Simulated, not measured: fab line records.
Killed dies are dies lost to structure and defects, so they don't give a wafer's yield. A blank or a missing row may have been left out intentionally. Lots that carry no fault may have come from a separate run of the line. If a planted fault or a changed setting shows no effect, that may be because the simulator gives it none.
Struck lot and sound lot, side by side    flow sky130    35 steps out of a route of 708
Sound: the wafers L608.3, L608.4, L608.6. Struck: wafers L616.1, L616.3, L616.4. At the end, the cause is stated.
Order at every step that has rows: each side's tool, ch and its chambers, its first start. Under that, the readings that differ: sound wafers    struck wafers    difference of the means    sigmas: that difference in standard deviations of wafers without a fault.
alike: a reading whose means differ by less than 2 such deviations, as well as words and numbers matching on both sides. not compared: withheld readings; readings where some wafer has no value; bounds like >300 that might hide an equal value; numbers whose values overlap and for which the record gives no deviation.
The two part at a step that has a row with sigmas, a row that says differs or no value, or rows on one side only. Numbers that don't overlap but have no deviation are shown without sigmas and don't part them. A reading that every wafer of one side lacks parts them only if that side has two wafers or more.

SKY_SD_P_CD_MEAS_07: target cd 380 nm.
  sound on cd sem-01, day 26 15:13; struck on cd sem-01, day 30 07:10
reading     sound              struck             difference  sigmas
cd nm (nm)  385.5 383.4 385.2  377.2 375.7 375.8  -8.5        -3
SKY_SD_P_OVL_MEAS_08:
  sound on overlay-01, day 26 15:18; struck on overlay-02, day 30 07:17
reading        sound        struck          difference  sigmas
SD_P_OVL (nm)  4.1 3.4 2.1  -1.5 -1.4 -1.7  -4.7        -3
after that, 1 step had no rows for these wafers: SKY_SD_P_IMPLANT_09.
SKY_SD_P_STRIP_10: strips in O2/N2.
  sound on plasma asher-03 ch 0,1, day 26 15:31; struck on plasma asher-02 ch 0,1, day 30 07:28
reading                       sound              struck             difference  sigmas
strip time to endpoint s (s)  17.40 17.45 17.44  17.53 17.49 17.50  +0.08       +2
  alike: drypump motor current A, oes product au
  not compared: rf hours counter h
SKY_SD_P_TW_MEAS_11:
  sound on film metro-02, day 26 15:36; struck on film metro-02, day 30 07:34
  alike: SD_P_TW
then, 7 steps without rows for these wafers: SKY_RES_XHIGH_DEHYDRATE_00 (time 60 s); SKY_RES_XHIGH_HMDS_01 (prime time 60 s); SKY_RES_XHIGH_COAT_02 (resist thk 1140 nm); SKY_RES_XHIGH_SOFTBAKE_03 (time 60 s); SKY_RES_XHIGH_EXPOSE_04 (exposes mask URPM, target cd 1270 nm); SKY_RES_XHIGH_PEB_05; SKY_RES_XHIGH_DEVELOP_06 (develop time 60 s).
SKY_RES_XHIGH_IMPLANT_07:
  sound on implanter-02 ch 0, day 27 20:59; struck on implanter-02 ch 0, day 31 10:04
SKY_RES_XHIGH_STRIP_08: strips in O2/N2.
  sound on plasma asher-01 ch 0,1, day 27 21:07; struck on plasma asher-01 ch 0,1, day 31 10:13
reading                       sound              struck             difference  sigmas
strip time to endpoint s (s)  14.36 14.32 14.35  14.21 14.24 14.26  -0.11       -3
  alike: drypump motor current A, oes product au
  not compared: rf hours counter h
SKY_RES_XHIGH_TW_MEAS_09:
  sound on film metro-02, day 27 21:12; struck on film metro-04, day 31 10:19
reading       sound           struck          difference  sigmas
RES_XHIGH_TW  1635 1645 1640  1624 1620 1617  -20         -3
then, 7 steps without rows for these wafers: SKY_SD_N_DEHYDRATE_00 (time 60 s); SKY_SD_N_HMDS_01 (prime time 60 s); SKY_SD_N_COAT_02 (resist thk 1140 nm); SKY_SD_N_SOFTBAKE_03 (time 60 s); SKY_SD_N_EXPOSE_04 (exposes mask NSDM, target cd 380 nm); SKY_SD_N_PEB_05; SKY_SD_N_DEVELOP_06 (develop time 60 s).
SKY_SD_N_CD_MEAS_07: target cd 380 nm.
  sound on cd sem-01, day 29 01:30; struck on cd sem-01, day 32 13:55
  alike: cd nm
SKY_SD_N_OVL_MEAS_08:
  sound on overlay-01, day 29 01:35; struck on overlay-02, day 32 14:02
  alike: SD_N_OVL
then, 2 steps without rows for these wafers: SKY_SD_N_IMPLANT_09; SKY_SD_N_IMPLANT_10.
SKY_SD_N_STRIP_11: strips in O2/N2.
  sound on plasma asher-03 ch 0,1, day 29 01:57; struck on plasma asher-02 ch 0,1, day 32 14:22
reading                      sound        struck       difference  sigmas
drypump motor current A (A)  6.4 6.0 6.5  5.6 5.6 5.8  -0.6        -2
  alike: oes product au, strip time to endpoint s
  not compared: rf hours counter h
SKY_SD_N_TW_MEAS_12:
  sound on film metro-01, day 29 02:02; struck on film metro-04, day 32 14:28
  alike: SD_N_TW
then, 1 step without rows for these wafers: SKY_SD_N_CLEAN_13 (cleans in SC1/SC2, time 150 s).
SKY_SD_N_RTA_14: time 2 s.
  sound on rtp anneal-02 ch 0, day 29 02:08; struck on rtp anneal-01 ch 0, day 32 14:35
  alike: chamber o2 ppm, lamp power pct, wafer_temp_C_max
SKY_SD_N_RS_MEAS_16: measurement is done with a four-point probe.
  sound on film metro-04, day 29 02:20; struck on film metro-01, day 32 14:45
  alike: SD_N_RS
SKY_SD_N_RS_MEAS_17: measurement is done with a four-point probe.
  sound on film metro-04, day 29 02:28; struck on film metro-01, day 32 14:52
  alike: SD_P_RS
SKY_SD_N_RS_MEAS_18: measurement is done with a four-point probe.
  sound on film metro-04, day 29 02:35; struck on film metro-01, day 32 14:59
reading                sound              struck             difference  sigmas
RES_XHIGH_RS (ohm/sq)  331.6 330.0 331.1  346.1 347.9 348.0  +16.4       +14
then, 1 step without rows for these wafers: SKY_SALICIDE_CLEAN_00 (cleans in HF-last, time 30 s).
-- the record jumps here: 16 days lie between the struck wafers' starts before and after (it left off in module SALICIDE and takes up again in module PAD_OPEN, whose first step shown is number 708 of the route) --
SKY_PAD_OPEN_PROBE_99:
  sound on prober-02, day 46 17:56; struck on prober-01, day 49 01:10
reading                                   sound             struck          difference  sigmas
model.etest.res xhigh po.rs ohm sq range  55.63 50.1 63.54  1888 1896 1841  +1819       
  alike: killed_at_M0_to_M3, killed_at_M4_up, killed at contacts, killed at front end, killed at other, killed dies, killed open, killed short

## WHERE THEY PART
First at SKY_SD_P_CD_MEAS_07; last, within this record, at SKY_SD_N_RS_MEAS_18. Later steps at which nothing parts them and some readings are alike: SKY_PAD_OPEN_PROBE_99.

WHY: whatever the simulator had introduced
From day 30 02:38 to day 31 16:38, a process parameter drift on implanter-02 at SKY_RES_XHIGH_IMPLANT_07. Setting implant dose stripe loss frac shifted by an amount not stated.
